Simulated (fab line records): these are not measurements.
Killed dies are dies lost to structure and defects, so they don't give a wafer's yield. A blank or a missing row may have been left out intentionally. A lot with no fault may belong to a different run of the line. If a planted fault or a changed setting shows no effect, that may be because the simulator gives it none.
Problem report, 8D (eight disciplines) form, completed by code    flow gf180mcu    the parts of the form that need people (team, actions taken, sign-off) are left out

1. PROBLEM STATEMENT
At GF_DUAL_GATE_SOFTBAKE_07, run-length-s averages 95.12 s over 4 wafers from 2 lots, while fault-free wafers read 89.00 s, standard deviation 0.12. Relative to the usual mean, that is a shift of +51 standard deviations.
The step: time 60 s.
First seen on wafer L688.4, day 10 06:47, on litho-track-03. At this step, 42 wafers from 14 lots have a number in the record. Rule for "out" (also "out of limits"): further than 4 standard deviations from the usual mean. The rest of the wafers with a number are treated as sound.

2. WHAT IT IS AND WHAT IT IS NOT
question                     is                              is not
which readings at this step  run-length-s                    -
which lots                   L688, L691                      L681, L682, L683, L684, L694, L696, L698, L699, L700, L701, L702, L703
which wafers of those lots   L688.4, L688.5, L691.5, L691.6  L688.2, L691.1
read on which tools          litho-track-03                  litho-track-02, litho-track-04
when                         from day 10 06:47               up to then (13 sound wafers); but 25 sound wafers of L691, L694, L696, L698, L699, L700, L701, L702, L703 came after

3. WHAT RULES OUT EACH SUSPECT
Counting: if a tool at a process step up to the reading ran every lot that is out, it stays a suspect. Sound lots after the first of them don't rule it out here, since some wafers of a struck lot are sound.
- litho-track-03 at GF_DUAL_GATE_SOFTBAKE_07 (time 60 s): kept. Every lot that is out went through it, the first being L688 (day 10 06:47); the last sound lot it ran before that was L684 (day 9 06:17). Its own run-length-s readings are out on those wafers.
Remaining after the count: litho-track-03 at GF_DUAL_GATE_SOFTBAKE_07.

4. THE CAUSE (what the simulator had put in)
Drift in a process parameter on litho-track-03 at GF_DUAL_GATE_SOFTBAKE_07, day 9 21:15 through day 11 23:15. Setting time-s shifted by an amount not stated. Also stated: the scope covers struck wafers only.
This tool alone remained once counting was done.

5. THE CHAIN OF EFFECTS, in route order
One row per reading whose mean, taken over the struck wafers that have a number, lies over 3 standard deviations from the usual. Only readings for which the record gives a usual standard deviation are gone through. hours: the time from each lot's start at the first step in this table that gives one to its start at this step, as a median over the lots. sigmas: the change in usual standard deviations.
hours  step                      reading       usual    on struck wafers  change  sigmas
0      GF_DUAL_GATE_SOFTBAKE_07  run-length-s  89.00 s  95.12             +6.12   +51
It contains these process steps:
- GF_DUAL_GATE_SOFTBAKE_07: time 60 s.
Later steps that measure or inspect, where all struck wafers having a row at the step show a number for every such reading and not one has moved that far: GF_POLY_GATE_OVL_MEAS_11.

6. HOW IT WOULD HAVE BEEN CAUGHT EARLIER
In this record no reading fell out of limits until day 10 06:47, 10 hours after the fault had begun at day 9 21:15.
